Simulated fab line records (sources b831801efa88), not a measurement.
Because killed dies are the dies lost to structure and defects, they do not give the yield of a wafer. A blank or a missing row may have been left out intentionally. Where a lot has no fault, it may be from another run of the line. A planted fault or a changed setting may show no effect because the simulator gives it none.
Struck lot and sound lot, side by side / flow sky130 / 15 steps out of a route of 708
Sound: wafers L438.1, L438.5, L438.6. Struck: wafers L450.3, L450.4, L450.6. Last of all comes the cause.
For every step that has rows: the tool of each side, followed by ch and its chambers, followed by its first start. Under that, the readings that differ: sound wafers / struck wafers / difference of the means / sigmas: that difference in standard deviations of wafers without a fault.
alike: readings whose means differ by less than 2 such deviations, and words and numbers that are the same on both sides. not compared: withheld readings, readings that some wafer has no value for, bounds like >300 that may hide the same value, and numbers for which the record gives no deviation and whose values overlap.
A row with sigmas, a row that says differs or no value, or rows on one side alone: a step with any of these is where the two part. When numbers do not overlap yet have no deviation, they are printed without sigmas and do not part them. Lack of a reading on every wafer of one side parts them only where that side has two or more wafers.

SKY_VT_ADJUST_HVTP_OVL_MEAS_08:
  sound on overlay-01 at day 6 03:00; struck on overlay-01 at day 9 04:01
  alike: VT_ADJUST_HVTP_OVL
following that, these wafers have no rows for 1 step: SKY_VT_ADJUST_HVTP_IMPLANT_09.
SKY_VT_ADJUST_HVTP_STRIP_10: strips in O2/N2.
  sound on plasma asher-02 ch 0,1, day 6 03:11; struck on plasma asher-04 ch 0,1, day 9 04:18
  alike: drypump motor current A, oes product au, strip time to endpoint s
  not compared: rf hours counter h
SKY_VT_ADJUST_HVTP_TW_MEAS_11:
  sound on film metro-01 at day 6 03:17; struck on film metro-01 at day 9 04:23
  alike: VT_ADJUST_HVTP_TW
then, 7 steps without rows for these wafers: SKY_VT_ADJUST_LVTN_DEHYDRATE_00 (time 60 s); SKY_VT_ADJUST_LVTN_HMDS_01 (prime time 60 s); SKY_VT_ADJUST_LVTN_COAT_02 (resist thk 3000 nm); SKY_VT_ADJUST_LVTN_SOFTBAKE_03; SKY_VT_ADJUST_LVTN_EXPOSE_04 (exposes mask NWM COMPLEMENT LESS NATIVE, target cd 840 nm); SKY_VT_ADJUST_LVTN_PEB_05; SKY_VT_ADJUST_LVTN_DEVELOP_06 (develop time 60 s).
SKY_VT_ADJUST_LVTN_OVL_MEAS_07:
  sound on overlay-01 at day 6 21:04; struck on overlay-02 at day 10 02:23
  alike: VT_ADJUST_LVTN_OVL
SKY_VT_ADJUST_LVTN_IMPLANT_08:
  sound on implanter-02 ch 0, day 6 21:07; struck on implanter-03 ch 0, day 10 02:27
reading=beam energy keV; sound=29.982 29.976 29.985; struck=31.414 31.403 31.428; difference=+1.434; sigmas=+99 or more
reading=model.implant.rp nm (nm); sound=93.86 93.86 93.86; struck=102.9 102.9 102.9; difference=+9.0; sigmas=
reading=model.implant.drp nm (nm); sound=42.97 42.97 42.97; struck=44.4 44.4 44.4; difference=+1.4; sigmas=
SKY_VT_ADJUST_LVTN_STRIP_09: strips in O2/N2.
  sound on plasma asher-04 ch 0,1, day 6 21:16; struck on plasma asher-03 ch 0,1, day 10 02:35
  alike: drypump motor current A, oes product au, strip time to endpoint s
  not compared: rf hours counter h
-- here the record skips 39 days between the struck wafers' starts before and after, leaving off in module VT_ADJUST_LVTN and picking up in module PAD_OPEN (first step shown: number 708 of the route) --
SKY_PAD_OPEN_PROBE_99:
  record: rows for the struck wafers here (prober-01, day 48 23:32), none for the sound ones

== WHERE THEY PART ==
Earliest at SKY_VT_ADJUST_LVTN_IMPLANT_08; latest, in this record, at SKY_PAD_OPEN_PROBE_99.

WHY: the cause the simulator had injected
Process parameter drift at SKY_VT_ADJUST_LVTN_IMPLANT_08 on implanter-03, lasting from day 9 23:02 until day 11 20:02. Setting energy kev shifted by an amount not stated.
